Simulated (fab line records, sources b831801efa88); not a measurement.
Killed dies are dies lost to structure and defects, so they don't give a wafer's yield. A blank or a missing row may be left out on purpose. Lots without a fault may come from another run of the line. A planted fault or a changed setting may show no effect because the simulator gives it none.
A struck lot beside a sound one | flow gf180mcu | 16 steps out of a route of 602
Sound: wafers L717.1, L717.2, L717.3. Struck: wafer L719.3. (L719.4 of the same lot was not struck and is left out.) The cause comes at the end.
At each step with rows: each side's tool, then ch and its chambers, then its first start. Under that, the readings that differ: sound wafers | struck wafers | difference of the means | sigmas: that difference in standard deviations of wafers without a fault.
alike: readings whose means differ by less than 2 such deviations, and words and numbers that are the same on both sides. not compared: withheld readings, readings that some wafer has no value for, bounds like >300 that may hide the same value, and numbers for which the record gives no deviation and whose values overlap.
The two part at a step that has a row with sigmas, a row that says differs or no value, or rows on one side only. Numbers that don't overlap but have no deviation are shown without sigmas and don't part them. A reading that every wafer of one side lacks parts them only if that side has two wafers or more.

first, 1 step without rows for these wafers: GF_STI_DEVELOP_11 (develop time 60 s).
GF_STI_CD_MEAS_12: target cd 220 nm.
  sound on cd_sem-02, day 2 21:44; struck on cd_sem-02, day 3 11:17
  alike: cd_nm
GF_STI_ETCH_13: etches the open film in CHF3/O2, stops on Si, target depth 282.31 nm, time 112.9 s.
  sound on rie_diel-02 ch 0,1,3, day 2 21:52; struck on rie_diel-02 ch 1, day 3 11:22
  alike: drypump_motor_current_A, oes_product_au, throttle_valve_pct
  not compared: rf_hours_counter_h
GF_STI_ETCH_14: etches Si in HBr/Cl2/O2, target depth 360 nm, time 102.9 s.
  sound on rie_si-01 ch 0,2,3, day 2 21:56; struck on rie_si-01 ch 3, day 3 11:26
  alike: drypump_motor_current_A, oes_product_au, throttle_valve_pct
  not compared: rf_hours_counter_h
GF_STI_STRIP_15: strips in O2/N2.
  sound on plasma_asher-01 ch 0,1, day 2 22:01; struck on plasma_asher-02 ch 1, day 3 11:32
  alike: drypump_motor_current_A, heater_power_w, oes_product_au, platen_temp_c, strip_time_to_endpoint_s
  not compared: rf_hours_counter_h
then, 6 steps without rows for these wafers: GF_STI_CLEAN_16 (cleans in dHF, time 25 s); GF_STI_WET_ETCH_17 (etches Si3N4 in H3PO4, target depth 45 nm, time 514 s); GF_STI_CLEAN_18 (cleans in SC1/SC2, time 150 s); GF_STI_CLEAN_19 (cleans in dHF, time 20 s); GF_STI_WET_ETCH_20 (etches SiO2 in dHF, target depth 20 nm, time 400 s); GF_STI_OXIDATION_21 (stabilise 600 s, purge 300 s, target thk 15 nm).
GF_STI_THK_MEAS_22:
  sound on film_metro-01, day 3 04:19; struck on film_metro-01, day 3 14:00
  alike: STI_OXIDATION_01_THK
GF_STI_CVD_23: deposits SiO2, target thk 650 nm, time 108.3 s.
  sound on hdpcvd-02 ch 0, day 3 04:36; struck on hdpcvd-02 ch 2, day 3 14:02
  reading                              | sound             | struck | difference | sigmas
  model.SiO2_of_STI_CVD_23.thk_nm (nm) | 644.7 647.9 641.8 | 709.4  | +64.6      |
GF_STI_THK_MEAS_24:
  sound on film_metro-01, day 3 04:50; struck on film_metro-03, day 3 14:08
  reading             | sound       | struck | difference | sigmas
  STI_CVD_23_THK (nm) | 645 648 642 | 709    | +64        | +8
GF_STI_CMP_25: polishes, stops on Si3N4, t overpolish 33 s, target thk 524.6 nm.
  sound on cmp-02 ch 0,1,2, day 3 05:01; struck on cmp-02 ch 1, day 3 14:49
  reading                | sound       | struck | difference | sigmas
  time_to_endpoint_s (s) | 115 118 116 | 128    | +12        | +2
  alike: head_pressure_psi, motor_current_A, slurry_flow_ml_min
-- the record jumps here: 27 days lie between the struck wafers' starts before and after (it left off in module STI and takes up again in module PASSIVATION, whose first step shown is number 602 of the route) --
GF_PASSIVATION_PROBE_99:
  the record has rows for the struck wafers here (prober-02, day 30 19:25) and none for the sound ones

WHERE THEY PART
First at GF_STI_THK_MEAS_24; last, within this record, at GF_PASSIVATION_PROBE_99.

WHY: what the simulator had put in
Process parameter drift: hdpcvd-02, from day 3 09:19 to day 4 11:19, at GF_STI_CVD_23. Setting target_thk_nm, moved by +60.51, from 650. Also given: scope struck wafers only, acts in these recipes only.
